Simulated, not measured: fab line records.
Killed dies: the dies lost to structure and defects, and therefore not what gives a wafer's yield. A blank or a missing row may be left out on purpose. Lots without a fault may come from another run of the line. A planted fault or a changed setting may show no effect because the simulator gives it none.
Which tool was responsible? / flow sky130 / Sampling: 13 lots, 39 wafers, 5 of 708 route steps

WHAT THE GAUGES READ, wafer by wafer
SKY_VT_ADJUST_PCH_OVL_MEAS_07.
lot=L889; measured=day 10 19:34; on=overlay-01; VT_ADJUST_PCH_OVL (nm)=0.6 -0.7 -0.3
lot=L890; measured=day 11 03:58; on=overlay-01; VT_ADJUST_PCH_OVL (nm)=-1.0 -0.6 0.8
lot=L891; measured=day 11 12:33; on=overlay-02; VT_ADJUST_PCH_OVL (nm)=-2.8 -0.2 -0.2
lot=L893; measured=day 12 03:57; on=overlay-02; VT_ADJUST_PCH_OVL (nm)=0.6 -1.4 -1.0
lot=L894; measured=day 12 09:59; on=overlay-02; VT_ADJUST_PCH_OVL (nm)=2.4 0.9 0.0
lot=L896; measured=day 13 07:16; on=overlay-02; VT_ADJUST_PCH_OVL (nm)=-1.1 0.6 -0.4
lot=L897; measured=day 13 07:55; on=overlay-01; VT_ADJUST_PCH_OVL (nm)=0.9 -0.9 -0.9
lot=L898; measured=day 13 16:59; on=overlay-02; VT_ADJUST_PCH_OVL (nm)=1.4 2.5 1.6
lot=L899; measured=day 13 23:48; on=overlay-02; VT_ADJUST_PCH_OVL (nm)=0.8 -0.5 -0.8
lot=L902; measured=day 14 21:14; on=overlay-01; VT_ADJUST_PCH_OVL (nm)=0.7 -0.3 0.5
lot=L903; measured=day 15 04:03; on=overlay-02; VT_ADJUST_PCH_OVL (nm)=-0.1 1.4 0.6
lot=L904; measured=day 15 20:31; on=overlay-02; VT_ADJUST_PCH_OVL (nm)=-3.2 -2.6 -3.1
lot=L905; measured=day 16 04:06; on=overlay-01; VT_ADJUST_PCH_OVL (nm)=1.5 1.4 1.5

SKY_SONOS_TUNNEL_TW_MEAS_12.
lot=L889; measured=day 11 19:50; on=filmMetro-01; SONOS_TUNNEL_TW=199.4 199.4 199.7
lot=L890; measured=day 12 04:40; on=filmMetro-02; SONOS_TUNNEL_TW=197.5 197.1 197.0
lot=L891; measured=day 12 12:49; on=filmMetro-04; SONOS_TUNNEL_TW=195.3 195.2 195.3
lot=L893; measured=day 13 05:16; on=filmMetro-01; SONOS_TUNNEL_TW=199.0 198.7 198.9
lot=L894; measured=day 13 11:45; on=filmMetro-02; SONOS_TUNNEL_TW=196.7 196.8 197.5
lot=L896; measured=day 14 09:22; on=filmMetro-02; SONOS_TUNNEL_TW=197.5 197.4 197.0
lot=L897; measured=day 14 10:16; on=filmMetro-01; SONOS_TUNNEL_TW=201.2 200.7 201.5
lot=L898; measured=day 14 18:47; on=filmMetro-02; SONOS_TUNNEL_TW=198.9 197.7 197.2
lot=L899; measured=day 15 01:23; on=filmMetro-02; SONOS_TUNNEL_TW=197.9 197.1 198.3
lot=L902; measured=day 16 00:03; on=filmMetro-02; SONOS_TUNNEL_TW=198.3 198.6 197.7
lot=L903; measured=day 16 08:04; on=filmMetro-01; SONOS_TUNNEL_TW=198.2 198.0 197.5
lot=L904; measured=day 17 00:27; on=filmMetro-04; SONOS_TUNNEL_TW=194.8 194.9 195.2
lot=L905; measured=day 17 09:03; on=filmMetro-02; SONOS_TUNNEL_TW=198.1 199.6 199.1

SKY_GATE_OXIDE_TW_MEAS_14.
lot=L889; measured=day 14 06:14; on=filmMetro-02; GATE_OXIDE_TW=224.8 224.0 224.0
lot=L890; measured=day 14 13:41; on=filmMetro-02; GATE_OXIDE_TW=223.4 224.6 225.6
lot=L891; measured=day 15 00:25; on=filmMetro-02; GATE_OXIDE_TW=225.4 225.2 225.0
lot=L893; measured=day 15 22:13; on=filmMetro-04; GATE_OXIDE_TW=221.8 222.4 223.1
lot=L894; measured=day 15 21:53; on=filmMetro-03; GATE_OXIDE_TW=222.0 221.5 221.4
lot=L896; measured=day 17 09:41; on=filmMetro-03; GATE_OXIDE_TW=220.2 219.2 219.6
lot=L897; measured=day 17 10:01; on=filmMetro-04; GATE_OXIDE_TW=222.7 221.4 222.5
lot=L898; measured=day 17 12:39; on=filmMetro-02; GATE_OXIDE_TW=226.6 224.8 225.8
lot=L899; measured=day 17 20:18; on=filmMetro-02; GATE_OXIDE_TW=225.5 225.2 225.5
lot=L902; measured=day 18 19:20; on=filmMetro-03; GATE_OXIDE_TW=319.2 319.6 320.4
lot=L903; measured=day 19 03:00; on=filmMetro-02; GATE_OXIDE_TW=327.2 330.2 328.1
lot=L904; measured=day 19 18:12; on=filmMetro-02; GATE_OXIDE_TW=330.1 328.8 329.7
lot=L905; measured=day 20 09:05; on=filmMetro-04; GATE_OXIDE_TW=324.6 326.7 323.5

EACH LOT AND THE TOOL THAT RAN IT (in order: tool; ch and the chambers of the sampled wafers; start)
lot=L889; SKY_VT_ADJUST_PCH_STRIP_09=plasmaAsher-03 ch 0,1, day 10 19:46; SKY_GATE_OXIDE_IMPLANT_11=implanter-03 ch 0, day 14 05:56
lot=L890; SKY_VT_ADJUST_PCH_STRIP_09=plasmaAsher-03 ch 0,1, day 11 04:09; SKY_GATE_OXIDE_IMPLANT_11=implanter-01 ch 0, day 14 13:20
lot=L891; SKY_VT_ADJUST_PCH_STRIP_09=plasmaAsher-03 ch 0,1, day 11 12:44; SKY_GATE_OXIDE_IMPLANT_11=implanter-01 ch 0, day 15 00:05
lot=L893; SKY_VT_ADJUST_PCH_STRIP_09=plasmaAsher-02 ch 0,1, day 12 04:09; SKY_GATE_OXIDE_IMPLANT_11=implanter-03 ch 0, day 15 21:55
lot=L894; SKY_VT_ADJUST_PCH_STRIP_09=plasmaAsher-03 ch 0,1, day 12 10:10; SKY_GATE_OXIDE_IMPLANT_11=implanter-01 ch 0, day 15 21:32
lot=L896; SKY_VT_ADJUST_PCH_STRIP_09=plasmaAsher-03 ch 0,1, day 13 07:27; SKY_GATE_OXIDE_IMPLANT_11=implanter-04 ch 0, day 17 09:20
lot=L897; SKY_VT_ADJUST_PCH_STRIP_09=plasmaAsher-03 ch 1, day 13 08:06; SKY_GATE_OXIDE_IMPLANT_11=implanter-03 ch 0, day 17 09:40
lot=L898; SKY_VT_ADJUST_PCH_STRIP_09=plasmaAsher-03 ch 0,1, day 13 17:10; SKY_GATE_OXIDE_IMPLANT_11=implanter-03 ch 0, day 17 12:19
lot=L899; SKY_VT_ADJUST_PCH_STRIP_09=plasmaAsher-01 ch 0,1, day 13 23:59; SKY_GATE_OXIDE_IMPLANT_11=implanter-03 ch 0, day 17 19:57
lot=L902; SKY_VT_ADJUST_PCH_STRIP_09=plasmaAsher-02 ch 0,1, day 14 21:25; SKY_GATE_OXIDE_IMPLANT_11=implanter-01 ch 0, day 18 18:59
lot=L903; SKY_VT_ADJUST_PCH_STRIP_09=plasmaAsher-01 ch 0,1, day 15 04:14; SKY_GATE_OXIDE_IMPLANT_11=implanter-03 ch 0, day 19 02:39
lot=L904; SKY_VT_ADJUST_PCH_STRIP_09=plasmaAsher-03 ch 0,1, day 15 20:42; SKY_GATE_OXIDE_IMPLANT_11=implanter-01 ch 0, day 19 17:52
lot=L905; SKY_VT_ADJUST_PCH_STRIP_09=plasmaAsher-03 ch 0,1, day 16 04:17; SKY_GATE_OXIDE_IMPLANT_11=implanter-03 ch 0, day 20 08:44
- SKY_VT_ADJUST_PCH_STRIP_09: strips in O2/N2.
- SKY_GATE_OXIDE_IMPLANT_11

WHAT THE TOOLS THEMSELVES READ (means of the sampled wafers that have a number; where no wafer has one, the mark that the record gives instead)
SKY_VT_ADJUST_PCH_STRIP_09.
lot=L889; tool=plasmaAsher-03; drypumpMotorCurrentA (A)=6.0; oesProductAu (a.u.)=0.725; stripTimeToEndpointS (s)=37.05
lot=L890; tool=plasmaAsher-03; drypumpMotorCurrentA (A)=6.0; oesProductAu (a.u.)=0.723; stripTimeToEndpointS (s)=36.89
lot=L891; tool=plasmaAsher-03; drypumpMotorCurrentA (A)=6.0; oesProductAu (a.u.)=0.720; stripTimeToEndpointS (s)=36.97
lot=L893; tool=plasmaAsher-02; drypumpMotorCurrentA (A)=6.1; oesProductAu (a.u.)=0.724; stripTimeToEndpointS (s)=36.98
lot=L894; tool=plasmaAsher-03; drypumpMotorCurrentA (A)=6.0; oesProductAu (a.u.)=0.721; stripTimeToEndpointS (s)=37.05
lot=L896; tool=plasmaAsher-03; drypumpMotorCurrentA (A)=6.0; oesProductAu (a.u.)=0.727; stripTimeToEndpointS (s)=37.06
lot=L897; tool=plasmaAsher-03; drypumpMotorCurrentA (A)=6.1; oesProductAu (a.u.)=0.723; stripTimeToEndpointS (s)=37.01
lot=L898; tool=plasmaAsher-03; drypumpMotorCurrentA (A)=6.0; oesProductAu (a.u.)=0.718; stripTimeToEndpointS (s)=36.91
lot=L899; tool=plasmaAsher-01; drypumpMotorCurrentA (A)=5.6; oesProductAu (a.u.)=0.724; stripTimeToEndpointS (s)=36.95
lot=L902; tool=plasmaAsher-02; drypumpMotorCurrentA (A)=5.9; oesProductAu (a.u.)=0.723; stripTimeToEndpointS (s)=36.83
lot=L903; tool=plasmaAsher-01; drypumpMotorCurrentA (A)=5.6; oesProductAu (a.u.)=0.725; stripTimeToEndpointS (s)=36.95
lot=L904; tool=plasmaAsher-03; drypumpMotorCurrentA (A)=6.0; oesProductAu (a.u.)=0.724; stripTimeToEndpointS (s)=37.15
lot=L905; tool=plasmaAsher-03; drypumpMotorCurrentA (A)=6.0; oesProductAu (a.u.)=0.722; stripTimeToEndpointS (s)=36.93

THE ANSWER, worked out from the rows above alone
Rule: the usual values come from the lots themselves. The widest of any qualifying gaps counts: lots, ordered by their means at a reading, are off when they make up no more than a third of the lots, leave a main group of 4 or more, and stand apart from it by 3 or more times the standard deviation of that group's means. A main group is skipped when, at the precision printed for the reading in the tables above, its means are all equal. A lot without any number at a reading at which 4 lots or more have one is off too. The other lots that the step has rows for count as sound. After the gauges, taken in route order, come the tools' own readings; for these a lot's mean is taken, as printed above. The first step at which some lot is off is used, and at that step the reading that is off furthest; a lot without a number counts as furthest.
Off: at SKY_GATE_OXIDE_TW_MEAS_14 (GATE_OXIDE_TW), L902, L903, L904, L905. For the main group the mean is 223.5 and the standard deviation 1.9.
A tool fits if, at a process step before that reading, it ran every lot that is off, and no sound lot after the first of them. Gauges at SKY_GATE_OXIDE_TW_MEAS_14: tried the same way as those tools. Of those tried, none fits.

WHAT THE SIMULATOR PUT IN
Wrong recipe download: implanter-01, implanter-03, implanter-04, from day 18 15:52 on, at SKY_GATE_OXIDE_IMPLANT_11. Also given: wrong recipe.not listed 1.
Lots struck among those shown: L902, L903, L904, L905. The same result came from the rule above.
